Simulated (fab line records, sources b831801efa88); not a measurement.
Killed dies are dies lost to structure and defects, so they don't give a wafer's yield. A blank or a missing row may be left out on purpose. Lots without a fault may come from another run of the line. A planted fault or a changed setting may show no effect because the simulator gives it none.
fab line records | flow sky130
record lots=5 wafers=15 last_day=49
route steps=708 shown VIA4@645 METAL5@661 PAD_OPEN@708
lots that met no fault: from a run of the same line without faults
start_h: hours from the record's first day to the start of the lot's first wafer shown | wait_h: hours since the lot's step before | " the same as in the row above | L1.1+2: a row that stands for several wafers | - no value, or no start given | * or withheld: withheld | < > ~ a bound
route shown NAME@n: a module of which the file shows steps, and the number in the route of the first | usual: mean/standard deviation of fault-free wafers | same: alike in all rows | chamber/n: place in a boat | sites: the reading at each site | _std_site: their standard deviation | _edge_site: outer sites' mean less inner sites' | radius_mm: how far each site lies from the wafer's centre | mask NAME#n: copy n | behind: the tool/chamber that last shaped the wafer | hold: why the lot was held/for how many hours/how that ended | device: the transistor (n, p or np) that didn't switch | end of line: the same wafers' tests at the end of the route | a step without rows: its recipe alone | killed: dies lost to structure and defects at the first sort, not the wafer's yield | map: a wafer's dies, x killed, . not, _ none there
set.NAME: the setting as run; set.NAME@STEP: as run at that earlier step | model.NAME: the simulator's own value behind a step, which no gauge read
lots at some steps of the route; a table a step, a row a wafer
services: from which hour (start_h, from the record's first day; less than 0 if before it) a tool's chamber was out of use, for how many hours, and why
## steps
# step SKY_VIA4_COAT_06
# recipe resist=NOVOLAK spin_rpm=3000 resist_thk_nm=1140
# step SKY_VIA4_SOFTBAKE_07
# recipe temp_c=90 time_s=60 resist=NOVOLAK
# step SKY_VIA4_EXPOSE_08
# recipe mask_id=VIM4 na=0.6 source_shape=conventional sigma_outer=0.6 polarization=unpolarized target_cd_nm=800 dose_mj=132
# step SKY_VIA4_PEB_09
# recipe temp_c=withheld time_s=* resist=NOVOLAK
# step SKY_VIA4_DEVELOP_10
# recipe resist=NOVOLAK developer=TMAH develop_time_s=60 dev_temp_c=23
# step SKY_VIA4_OVL_MEAS_11
# usual VIA4_OVL=0.8/1.2
# columns lot.wafer tool chamber start_h wait_h VIA4_OVL[nm]
L357.1 overlay-02 - 1087.57 0.1 -2.4
L357.2 " - " " 1.0
L357.3 " - " " 1.3
L358.1 overlay-01 - 1087.93 0.1 -0.5
L358.2 " - " " 1.2
L358.3 " - " " -1.3
L362.1 overlay-01 - 1095.51 0.1 1.7
L362.4 " - " " 2.7
L362.6 " - " " 0.4
L366.2 overlay-01 - 1111.97 0.1 -0.1
L366.3 " - " " 1.0
L366.5 " - " " -1.2
L369.4 overlay-01 - 1127.35 0.1 -0.6
L369.5 " - " " 0.6
L369.6 " - " " -0.7
# step SKY_VIA4_ETCH_12
# recipe target=SiO2 chemistry=C4F8/O2/Ar stop_on=TiN mask_material=NOVOLAK source_w=1500 bias_w=1200 pressure_mtorr=40 c4f8_flow_sccm=withheld O2_flow_sccm=6 Ar_flow_sccm=300 time_s=withheld target_depth_a=5800
# usual oes_product_au=0.926/0.0048
# columns lot.wafer tool chamber start_h wait_h oes_product_au
L357.1 rie_diel-01 1 1087.60 0.0 0.928
L357.2 " 0 " " 0.935
L357.3 " 2 " " 0.932
L358.1 rie_diel-04 1 1087.97 0.0 0.927
L358.2 " 3 " " 0.923
L358.3 " 2 " " 0.921
L362.1 rie_diel-01 2 1095.54 0.0 0.928
L362.4 " 1 " " 0.925
L362.6 " 2 " " 0.934
L366.2 rie_diel-01 0 1112.00 0.0 0.935
L366.3 " 2 " " 0.925
L366.5 " 1 " " 0.926
L369.4 rie_diel-04 2 1127.37 0.0 0.919
L369.5 " 1 " " 0.919
L369.6 " 2 " " 0.927
# step SKY_VIA4_STRIP_13
# recipe chemistry=O2/N2 power_w=1400 pressure_mtorr=1500 platen_temp_c=withheld o2_flow_sccm=3000 n2_flow_sccm=300 overash_fraction=0.5
# usual drypump_motor_current_A=5.7/0.46 oes_product_au=0.710/0.005 strip_time_to_endpoint_s=12.80/0.035
# columns lot.wafer tool chamber start_h wait_h drypump_motor_current_A oes_product_au rf_hours_counter_h strip_time_to_endpoint_s
L357.1 plasma_asher-01 0 1087.68 - 5.9 0.716 2 12.77
L357.2 " 1 " " 5.5 0.708 2 12.80
L357.3 " 0 " " 5.9 0.710 - 12.77
L358.1 plasma_asher-03 1 1088.04 - 6.5 0.710 33 12.77
L358.2 " 0 " " 5.8 0.707 33 12.75
L358.3 " 0 " " 5.8 0.701 - 12.78
L362.1 plasma_asher-02 0 1095.62 - 5.0 0.712 101 12.89
L362.4 " 1 " " 5.5 0.711 - 12.79
L362.6 " 1 " " 5.5 0.707 - 12.84
L366.2 plasma_asher-03 0 1112.08 - 5.8 0.710 36 12.80
L366.3 " 1 " " 6.5 0.714 - 12.79
L366.5 " 0 " " 5.8 0.709 - 12.80
L369.4 plasma_asher-02 0 1127.47 - 5.0 0.700 - 12.79
L369.5 " 1 " " 5.5 0.708 - 12.83
L369.6 " 0 " " 5.0 0.724 - 12.74
# step SKY_VIA4_STRIP_14
# recipe chemistry=post_etch_residue_remover time_s=1200 temp_c=72.5
# step SKY_VIA4_CLEAN_15
# recipe chemistry=IPA time_s=180 temp_c=25
# step SKY_VIA4_CLEAN_16
# recipe chemistry=O3/DIW dry=n2_spin
# step SKY_VIA4_SPUTTER_17
# recipe material=TiN target_thk_nm=20 chamber_pressure_pa=5 power_w=4000 time_s=80
# usual throttle_valve_pct=30.1/0.98
# columns lot.wafer tool chamber start_h wait_h throttle_valve_pct
L357.1 pvd_sputter-02 - 1088.27 0.0 29.7
L357.2 " - " " 30.6
L357.3 " - " " 32.0
L358.1 pvd_sputter-02 - 1088.63 0.0 29.5
L358.2 " - " " 30.8
L358.3 " - " " 31.0
L362.1 pvd_sputter-02 - 1096.24 0.0 30.8
L362.4 " - " " 31.5
L362.6 " - " " 29.4
L366.2 pvd_sputter-01 - 1112.67 0.0 28.9
L366.3 " - " " 29.8
L366.5 " - " " 30.8
L369.4 pvd_sputter-01 - 1128.03 0.0 29.6
L369.5 " - " " 29.3
L369.6 " - " " 29.1
# step SKY_VIA4_CVD_18
# recipe material=W target_thk_nm=505 time_s=152.14 temp_c=400 pressure_torr=40
# usual heater_power_w=832/55 susceptor_temp_C=400.01/0.19
# columns lot.wafer tool chamber start_h wait_h heater_power_w susceptor_temp_C model.W_of_VIA4_CVD_18.thk_nm
L357.1 cvd_w-01 1 1088.33 0.0 960 400.12 504.3
L357.2 " 0 " " 808 400.15 500.1
L357.3 " 1 " " 957 400.32 513.7
L358.1 cvd_w-02 1 1088.69 0.0 804 400.20 510
L358.2 " 0 " " 808 400.20 512.3
L358.3 " 1 " " 828 399.97 517
L362.1 cvd_w-02 0 1096.30 0.0 881 412.66 651.7
L362.4 " 0 " " 879 412.90 644.7
L362.6 " 1 " " 869 413.36 651.8
L366.2 cvd_w-01 0 1112.73 0.0 812 400.12 503.1
L366.3 " 0 " " 801 399.90 502.1
L366.5 " 1 " " 946 399.67 505.9
L369.4 cvd_w-01 1 1128.14 0.1 951 400.12 500.7
L369.5 " 0 " " 812 399.95 504.7
L369.6 " 1 " " 942 400.13 508.3
# step SKY_VIA4_RS_MEAS_19
# recipe thk_meas_gauge=four-point-probe reads=W_of_VIA4_CVD_18+TiN_of_VIA4_SPUTTER_17
# usual VIA4_W_RS=0.2241/0.0029
# columns lot.wafer tool chamber start_h wait_h hold VIA4_W_RS[ohm/sq]
L357.1 film_metro-04 - 1088.48 0.1 - 0.2269
L357.2 " - " " - 0.2286
L357.3 " - " " - 0.2223
L358.1 film_metro-03 - 1088.84 0.1 - 0.2245
L358.2 " - " " - 0.2238
L358.3 " - " " - 0.2212
L362.1 film_metro-04 - 1096.45 0.1 await_dispo/0.2h/release 0.1754
L362.4 " - " " await_dispo/0.2h/release 0.1771
L362.6 " - " " await_dispo/0.2h/release 0.1753
L362.1 film_metro-04 - 1096.89 0.4 - 0.1752
L362.4 " - " " - 0.1772
L362.6 " - " " - 0.1758
L366.2 film_metro-02 - 1112.90 0.1 - 0.2274
L366.3 " - " " - 0.2274
L366.5 " - " " - 0.2258
L369.4 film_metro-02 - 1128.30 0.1 - 0.2284
L369.5 " - " " - 0.2266
L369.6 " - " " - 0.2256
# step SKY_VIA4_THK_MEAS_20
# recipe thk_meas_gauge=xrf reads=W_of_VIA4_CVD_18
# usual VIA4_W_THK=503/7.1
# columns lot.wafer tool chamber start_h wait_h hold VIA4_W_THK[nm]
L357.1 film_metro-04 - 1088.60 0.1 - 492
L357.2 " - " " - 485
L357.3 " - " " - 501
L358.1 film_metro-03 - 1088.96 0.1 - 501
L358.2 " - " " - 502
L358.3 " - " " - 506
L362.1 film_metro-04 - 1102.96 6.1 await_dispo/0.2h/release 631
L362.4 " - " " await_dispo/0.2h/release 625
L362.6 " - " " await_dispo/0.2h/release 630
L362.1 film_metro-04 - 1103.19 0.2 - 633
L362.4 " - " " - 624
L362.6 " - " " - 632
L366.2 film_metro-02 - 1113.01 0.1 - 502
L366.3 " - " " - 498
L366.5 " - " " - 505
L369.4 film_metro-02 - 1128.39 0.1 - 495
L369.5 " - " " - 501
L369.6 " - " " - 506
# step SKY_VIA4_CMP_21
# recipe stop_on=SiO2 t_overpolish_s=25 down_force_psi=3.5 platen_rpm=60 target_thk_nm=0 pad_velocity_m_s=0.94248
# usual motor_current_A=11.2/1.2 time_to_endpoint_s=123/4.8
# columns lot.wafer tool chamber start_h wait_h hold motor_current_A time_to_endpoint_s
L357.1 cmp-02 0 1088.74 0.1 - 12.1 121
L357.3 " 1 " " - 11.4 129
L357.2 " 2 " " - 11.6 126
L358.1 cmp-01 2 1089.02 0.1 - 12.0 126
L358.3 " 3 " " - 10.3 124
L358.2 " 0 " " - 12.7 136
L362.4 cmp-02 0 1106.96 3.7 await_dispo/3.6h/release 12.1 147
L362.1 " 1 " " await_dispo/3.6h/release 12.7 159
L362.6 " 1 " " await_dispo/3.6h/release 13.0 161
L366.2 cmp-02 3 1113.11 0.1 - 8.4 112
L366.3 " 1 " " - 12.4 119
L366.5 " 2 " " - 11.4 122
L369.4 cmp-02 2 1128.57 0.2 - 11.4 123
L369.5 " 3 " " - 9.3 118
L369.6 " 0 " " - 12.1 123
# step SKY_METAL5_SPUTTER_00
# recipe material=Ti target_thk_nm=15 power_w=3000 time_s=10 chamber_pressure_pa=0.4
# usual throttle_valve_pct=30.1/1.1
# columns lot.wafer tool chamber start_h wait_h throttle_valve_pct
L357.1 pvd_sputter-02 - 1089.04 0.2 31.0
L357.2 " - " " 29.7
L357.3 " - " " 30.8
L358.1 pvd_sputter-03 - 1089.32 0.2 31.1
L358.2 " - " " 29.2
L358.3 " - " " 29.1
L362.1 pvd_sputter-04 - 1107.28 0.2 29.8
L362.4 " - " " 29.4
L362.6 " - " " 29.6
L366.2 pvd_sputter-02 - 1113.36 0.2 30.0
L366.3 " - " " 30.7
L366.5 " - " " 30.9
L369.4 pvd_sputter-03 - 1128.72 0.1 28.5
L369.5 " - " " 29.5
L369.6 " - " " 28.8
# step SKY_PAD_OPEN_PROBE_99
# usual defect_limited_yield=82.8/1.9 killed_at_M0_to_M3=43/7.5 killed_at_M4_up=2.8/1.8 killed_at_contacts=24/5.3 killed_at_front_end=14/4.2 killed_at_other=0.3/0.54 killed_dies=84/9.4 killed_open=46/7.1 killed_short=38/6.6 sort_bin_3_pad_short=0.8/0.42 sort_bin_5_function=10.1/1.4 sort_bin_6_memory=6.2/1.1 sort_n_pass=408/9.4 sort_yield_pct=82.8/1.9
# same gross_dies=492 killed_at_back_side=0 sort_bin_4_leakage[%]=0 sort_bin_8_speed[%]=0
# columns lot.wafer tool chamber start_h wait_h defect_limited_yield[%] killed_at_M0_to_M3 killed_at_M4_up killed_at_contacts killed_at_front_end killed_at_other killed_dies killed_open killed_short sort_bin_3_pad_short[%] sort_bin_5_function[%] sort_bin_6_memory[%] sort_n_pass sort_yield_pct[%]
L357.1 prober-02 - 1152.33 0.1 84.6 38 4 22 12 0 76 39 37 0.6 8.5 6.3 416 84.6
L357.2 prober-02 - 1152.38 0.1 80.3 47 3 26 21 0 97 45 52 1.6 10.2 7.9 395 80.3
L357.3 prober-02 - 1152.43 0.2 80.5 56 1 19 20 0 96 45 49 1.0 9.6 8.9 396 80.5
L358.1 prober-01 - 1152.76 0.1 78.0 55 1 29 23 0 108 58 50 1.2 13.2 7.5 384 78.0
L358.2 prober-01 - 1152.81 0.1 82.3 43 5 26 12 1 87 56 31 0.4 10.4 6.9 405 82.3
L358.3 prober-01 - 1152.86 0.2 81.3 49 3 22 18 0 92 45 47 0.8 10.6 7.3 400 81.3
L362.1 prober-02 - 1157.72 0.1 77.2 58 3 35 16 0 112 59 53 1.2 14.2 7.3 380 77.2
L362.4 prober-02 - 1157.87 0.2 83.9 29 4 28 18 0 79 39 40 1.2 9.8 5.1 413 83.9
L362.6 prober-02 - 1157.97 0.2 86.8 34 3 21 7 0 65 32 33 1.0 8.7 3.5 427 86.8
L366.2 prober-01 - 1172.35 0.1 81.5 45 2 24 20 0 91 49 40 0.6 12.4 5.5 401 81.5
L366.3 prober-01 - 1172.40 0.2 83.9 47 2 19 10 1 79 42 36 1.4 9.6 5.1 413 83.9
L366.5 prober-01 - 1172.50 0.2 82.1 36 3 35 14 0 88 46 42 1.0 10.6 6.3 404 82.1
L369.4 prober-02 - 1184.83 0.2 84.3 34 3 29 11 0 77 40 35 0.8 8.7 6.1 415 84.3
L369.5 prober-02 - 1184.88 0.2 83.3 45 2 29 6 0 82 45 37 1.0 10.2 5.5 410 83.3
L369.6 prober-02 - 1184.93 0.2 84.1 38 4 21 15 0 78 45 32 0.8 10.2 4.9 414 84.1
# killed by level:class
L357.1 VIA1:geometric_particle:open=9 LI_CONTACT:geometric_particle:open=8 CONTACT:geometric_particle:short=6 VIA1:geometric_particle:short=6 VIA3:geometric_particle:open=6 METAL2:geometric_particle:short=5 POLY_CUT:geometric_particle:open=4 METAL1:geometric_particle:short=4
L357.2 CONTACT:geometric_particle:open=14 FIELD_ISO:geometric_particle:short=9 VIA1:geometric_particle:open=8 VIA2:geometric_particle:open=6 METAL1:geometric_particle:short=6 VIA1:geometric_particle:short=6 VIA3:geometric_particle:short=5 FIELD_ISO:geometric_particle:open=4
L357.3 VIA1:geometric_particle:short=14 VIA1:geometric_particle:open=11 VIA3:geometric_particle:open=9 LI_CONTACT:geometric_particle:open=8 CONTACT:geometric_particle:short=7 FIELD_ISO:geometric_particle:open=6 METAL2:geometric_particle:short=6 POLY_GATE:geometric_particle:short=5
L358.1 VIA1:geometric_particle:open=18 CONTACT:geometric_particle:open=12 VIA1:geometric_particle:short=9 POLY_GATE:geometric_particle:short=6 POLY_GATE:geometric_particle:open=6 LI_CONTACT:geometric_particle:open=5 METAL1:geometric_particle:short=5 METAL2:geometric_particle:short=5
L358.2 CONTACT:geometric_particle:open=15 VIA1:geometric_particle:open=10 VIA2:geometric_particle:open=7 LI_CONTACT:geometric_particle:open=6 VIA1:geometric_particle:short=6 VIA3:geometric_particle:open=6 FIELD_ISO:geometric_particle:open=5 METAL2:geometric_particle:short=5
L358.3 VIA1:geometric_particle:open=15 VIA1:geometric_particle:short=9 CONTACT:geometric_particle:open=8 LI_CONTACT:geometric_particle:open=6 VIA3:geometric_particle:short=6 METAL2:geometric_particle:short=5 VIA2:geometric_particle:open=5 POLY_GATE:geometric_particle:open=4
L362.1 LI_CONTACT:geometric_particle:open=13 CONTACT:geometric_particle:open=12 METAL2:geometric_particle:short=12 VIA3:geometric_particle:open=8 VIA2:geometric_particle:short=8 POLY_GATE:geometric_particle:open=7 VIA1:geometric_particle:short=7 METAL1:geometric_particle:short=6
L362.4 CONTACT:geometric_particle:open=11 LI_CONTACT:geometric_particle:open=6 POLY_GATE:geometric_particle:open=4 LI_CONTACT:geometric_particle:short=4 LOCAL_INTERCONNECT:geometric_particle:short=4 VIA1:geometric_particle:open=4 VIA2:geometric_particle:open=4 VIA2:geometric_particle:short=4
L362.6 CONTACT:geometric_particle:open=7 VIA3:geometric_particle:short=5 LI_CONTACT:geometric_particle:open=5 VIA1:geometric_particle:open=5 CONTACT:geometric_particle:short=5 VIA2:geometric_particle:open=4 VIA2:geometric_particle:short=4 METAL2:geometric_particle:short=3
L366.2 VIA1:geometric_particle:open=14 CONTACT:geometric_particle:open=10 VIA2:geometric_particle:open=8 SPACER:geometric_particle:short=6 CONTACT:geometric_particle:short=6 METAL2:geometric_particle:short=6 LI_CONTACT:geometric_particle:open=5 METAL1:geometric_particle:short=5
L366.3 VIA1:geometric_particle:open=8 CONTACT:geometric_particle:open=7 VIA2:geometric_particle:open=7 LI_CONTACT:geometric_particle:open=6 METAL2:geometric_particle:short=6 METAL1:geometric_particle:short=5 VIA2:geometric_particle:short=5 METAL1:geometric_particle:open=4
L366.5 CONTACT:geometric_particle:open=10 LI_CONTACT:geometric_particle:open=9 LOCAL_INTERCONNECT:geometric_particle:short=7 CONTACT:geometric_particle:short=7 POLY_GATE:geometric_particle:open=6 VIA1:geometric_particle:open=5 METAL1:geometric_particle:short=5 VIA2:geometric_particle:open=5
L369.4 LI_CONTACT:geometric_particle:open=9 CONTACT:geometric_particle:short=8 CONTACT:geometric_particle:open=7 VIA2:geometric_particle:open=7 METAL2:geometric_particle:short=7 VIA1:geometric_particle:open=6 FIELD_ISO:geometric_particle:short=4 POLY_GATE:geometric_particle:open=3
L369.5 VIA1:geometric_particle:open=10 CONTACT:geometric_particle:open=9 LI_CONTACT:geometric_particle:open=8 VIA3:geometric_particle:open=8 CONTACT:geometric_particle:short=7 VIA3:geometric_particle:short=5 VIA2:geometric_particle:open=5 VIA2:geometric_particle:short=4
L369.6 VIA1:geometric_particle:open=12 FIELD_ISO:geometric_particle:open=6 CONTACT:geometric_particle:open=6 METAL2:geometric_particle:short=6 LI_CONTACT:geometric_particle:open=5 VIA2:geometric_particle:open=5 VIA3:geometric_particle:open=4 CONTACT:geometric_particle:short=4
## services
# columns tool chamber start_h hours kind
plasma_asher-01 0 1064.25 - clean
plasma_asher-01 1 1064.25 - clean
pvd_sputter-04 - 1071.87 23.0 repair
cmp-01 - 1084.22 4.0 pm
cmp-01 - 1088.22 - consumable_replace:conditioner
cmp-01 - 1088.22 - consumable_replace:pad
pvd_sputter-03 - 1090.15 1.6 repair
plasma_asher-01 - 1090.31 9.1 repair
pvd_sputter-01 - 1092.99 8.6 repair
rie_diel-01 3 1094.51 - clean
rie_diel-01 3 1094.51 20.4 scheduled_down
rie_diel-01 3 1094.51 20.4 vent_cycle
rie_diel-01 0 1099.23 2.8 repair
pvd_sputter-04 - 1113.19 7.2 repair
plasma_asher-02 - 1113.72 1.1 repair
cmp-01 - 1117.48 7.9 pm
cmp-02 - 1121.03 4.4 repair
pvd_sputter-02 - 1128.42 5.1 repair
## key
first_sign step=SKY_VIA4_CVD_18 reading=susceptor_temp_C direction=up sigmas=68 usual=* struck=*
effect step=SKY_VIA4_RS_MEAS_19 reading=visit direction=added
effect step=SKY_VIA4_RS_MEAS_19 reading=VIA4_W_RS direction=down sigmas=16 usual=0.2241 struck=0.1759
effect step=SKY_VIA4_THK_MEAS_20 reading=visit direction=added
effect step=SKY_VIA4_THK_MEAS_20 reading=VIA4_W_THK direction=up sigmas=18 usual=503 struck=629
effect step=SKY_VIA4_CMP_21 reading=time_to_endpoint_s direction=up sigmas=6.8 usual=* struck=*
model_effect step=SKY_VIA4_CVD_18 value=W_of_VIA4_CVD_18.thk_nm without=520.9 struck=649.4
met_at SKY_VIA4_CVD_18
struck_wafers L362.1,L362.4,L362.6
onset_between 1088.69 1096.30
fault kind=process_parameter_drift tool=cvd_w-02 chamber=- onset_h=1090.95 steps=SKY_VIA4_CVD_18 channel=temp_c offset=* shape=step acts_in=* stated=*
